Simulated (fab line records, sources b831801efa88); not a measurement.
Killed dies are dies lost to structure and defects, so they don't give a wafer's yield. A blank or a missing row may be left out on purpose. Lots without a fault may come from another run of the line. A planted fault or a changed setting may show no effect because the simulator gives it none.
A struck lot beside a sound one | flow sky130 | 15 steps out of a route of 708
Sound: wafers L442.2, L442.5, L442.6. Struck: wafers L444.1, L444.3, L444.4. The cause comes at the end.
At each step with rows: each side's tool, then ch and its chambers, then its first start. Under that, the readings that differ: sound wafers | struck wafers | difference of the means | sigmas: that difference in standard deviations of wafers without a fault.
alike: readings whose means differ by less than 2 such deviations, and words and numbers that are the same on both sides. not compared: withheld readings, readings that some wafer has no value for, bounds like >300 that may hide the same value, and numbers for which the record gives no deviation and whose values overlap.
The two part at a step that has a row with sigmas, a row that says differs or no value, or rows on one side only. Numbers that don't overlap but have no deviation are shown without sigmas and don't part them. A reading that every wafer of one side lacks parts them only if that side has two wafers or more.

first, 1 step without rows for these wafers: SKY_LDD_HVP_IMPLANT_08.
SKY_LDD_HVP_STRIP_09: strips in O2/N2.
  sound on plasma_asher-01 ch 0,1, day 25 08:19; struck on plasma_asher-01 ch 0,1, day 26 03:43
  alike: drypump_motor_current_A, oes_product_au, strip_time_to_endpoint_s
  not compared: rf_hours_counter_h
SKY_LDD_HVP_TW_MEAS_10:
  sound on film_metro-01, day 25 08:26; struck on film_metro-01, day 26 03:49
  alike: LDD_HVP_TW
then, 7 steps without rows for these wafers: SKY_LDD_LDN_DEHYDRATE_00 (time 60 s); SKY_LDD_LDN_HMDS_01 (prime time 60 s); SKY_LDD_LDN_COAT_02 (resist thk 1140 nm); SKY_LDD_LDN_SOFTBAKE_03 (time 60 s); SKY_LDD_LDN_EXPOSE_04 (exposes mask LDNTM, target cd 700 nm); SKY_LDD_LDN_PEB_05; SKY_LDD_LDN_DEVELOP_06 (develop time 60 s).
SKY_LDD_LDN_OVL_MEAS_07:
  sound on overlay-02, day 26 13:05; struck on overlay-01, day 27 08:04
  alike: LDD_LDN_OVL
then, 1 step without rows for these wafers: SKY_LDD_LDN_IMPLANT_08.
SKY_LDD_LDN_IMPLANT_09:
  sound on implanter-01 ch 0, day 26 13:17; struck on implanter-01 ch 0, day 27 08:16
  reading            | sound                            | struck                          | difference  | sigmas
  dose_ions_cm2      | 1.2478e+13 1.2483e+13 1.2487e+13 | 1.0942e+13 1.0946e+13 1.093e+13 | -1.5433e+12 | -99 or more
  faraday_current_uA | 68.8 71.0 69.9                   | 61.1 62.7 60.6                  | -8.4        | -6
then, 1 step without rows for these wafers: SKY_LDD_LDN_IMPLANT_10.
-- the record jumps here: 21 days lie between the struck wafers' starts before and after (it left off in module LDD_LDN and takes up again in module PAD_OPEN, whose first step shown is number 708 of the route) --
SKY_PAD_OPEN_PROBE_99:
  sound on prober-02, day 48 03:06; struck on prober-01, day 48 17:06
  alike: killed_at_M0_to_M3, killed_at_M4_up, killed_at_contacts, killed_at_front_end, killed_at_other, killed_dies, killed_open, killed_short

WHERE THEY PART
Only at SKY_LDD_LDN_IMPLANT_09, within this record. Later steps at which nothing parts them and some readings are alike: SKY_PAD_OPEN_PROBE_99.

WHY: what the simulator had put in
Process parameter drift: implanter-01, from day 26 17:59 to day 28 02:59, at SKY_LDD_LDN_IMPLANT_09. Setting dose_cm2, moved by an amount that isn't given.
